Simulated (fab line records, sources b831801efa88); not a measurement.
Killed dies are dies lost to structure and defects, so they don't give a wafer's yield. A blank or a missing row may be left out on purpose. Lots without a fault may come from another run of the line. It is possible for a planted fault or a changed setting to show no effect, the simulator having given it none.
A lot that was struck, set against a sound lot ; flow gf180mcu ; 15 out of 602 route steps
Sound: wafers L957.2, L957.3, L957.4. Wafers struck: L960.1, L960.2, L960.5. The cause is named last.
Order at every step that has rows: each side's tool, ch and its chambers, its first start. Under that, the readings that differ: sound wafers ; struck wafers ; difference of the means ; sigmas: that difference in standard deviations of wafers without a fault.
alike: same words and numbers on both sides, and readings whose means sit less than 2 such deviations apart. not compared: any withheld reading, any reading some wafer has no value for, any bound like >300 that may hide the same value, and any number with overlapping values for which the record gives no deviation.
Wherever a step has rows on one side only, a row that says differs or no value, or a row with sigmas, the two part there. When numbers do not overlap yet have no deviation, they are printed without sigmas and do not part them. A reading that every wafer of one side lacks parts them only if that side has two wafers or more.

GF_M3_SPUTTER_04: material TiN, target thk 50 nm, time 41.7 s.
  sound on pvd sputter-03, day 23 21:41; struck on pvd sputter-02, day 24 13:04
  alike: cathode dc power W, throttle valve pct
GF_M3_RS_MEAS_05: the measuring method here is four-point-probe.
  sound on film metro-04, day 23 21:44; struck on film metro-02, day 24 13:07
  alike: M3_ALCU_RS
GF_M3_THK_MEAS_06: measures by xrf.
  sound on film metro-04, day 23 21:51; struck on film metro-02, day 24 13:14
  alike: M3_ALCU_THK
then, 7 steps without rows for these wafers: GF_M3_DEHYDRATE_07 (time 60 s); GF_M3_HMDS_08 (prime time 60 s); GF_M3_COAT_09 (resist thk 1000 nm); GF_M3_SOFTBAKE_10 (time 60 s); GF_M3_EXPOSE_11 (exposes mask Metal3, target cd 280 nm); GF_M3_PEB_12 (peb time 90 s); GF_M3_DEVELOP_13 (develop time 60 s).
GF_M3_CD_MEAS_14 targets a cd of 280 nm.
  sound on cd sem-01, day 24 19:30; struck on cd sem-02, day 25 10:38
  alike: cd nm
GF_M3_OVL_MEAS_15:
  sound on overlay-02, day 24 19:36; struck on overlay-01, day 25 10:46
  alike: M3_OVL
GF_M3_METAL_ETCH_16: etches the open film in Cl2/BCl3, stops on SiO2, target depth 627.5 nm, time 104.6 s.
  sound on rie metal-03 ch 0,1, day 24 19:38; struck on rie metal-01 ch 0,1, day 25 10:48
  no value came back on the struck wafers for any of 5 readings (bcl3 flow sccm (sccm), bias w (W) and others); on the sound wafers bcl3 flow sccm (sccm) reads 40.20 39.91 39.90
reading;sound;struck;difference;sigmas
model.KrF_of_M3_COAT_09.thk nm (nm);727.9 737.4 725.9;980.9 981.6 982.5;+251.3;
  not compared: rf hours counter h
GF_M3_STRIP_17: strips in O2/N2.
  sound on plasma asher-04 ch 0,1, day 24 19:44; struck on plasma asher-01 ch 0,1, day 25 10:55
reading;sound;struck;difference;sigmas
drypump motor current A (A);5.2 5.0 5.2;6.6 6.0 6.7;+1.3;+2
oes product au (a.u.);0.558 0.550 0.553;0.653 0.670 0.653;+0.105;+22
strip time to endpoint s (s);7.81 7.90 7.79;10.15 10.18 10.18;+2.34;+54
  alike: heater power w
  not compared: rf hours counter h
then, 1 step without rows for these wafers: GF_M3_STRIP_18 (strips in post etch residue remover, time 1200 s).

WHERE THEY PART
First at GF_M3_METAL_ETCH_16; last, within this record, at GF_M3_STRIP_17.

WHY: the cause the simulator had injected
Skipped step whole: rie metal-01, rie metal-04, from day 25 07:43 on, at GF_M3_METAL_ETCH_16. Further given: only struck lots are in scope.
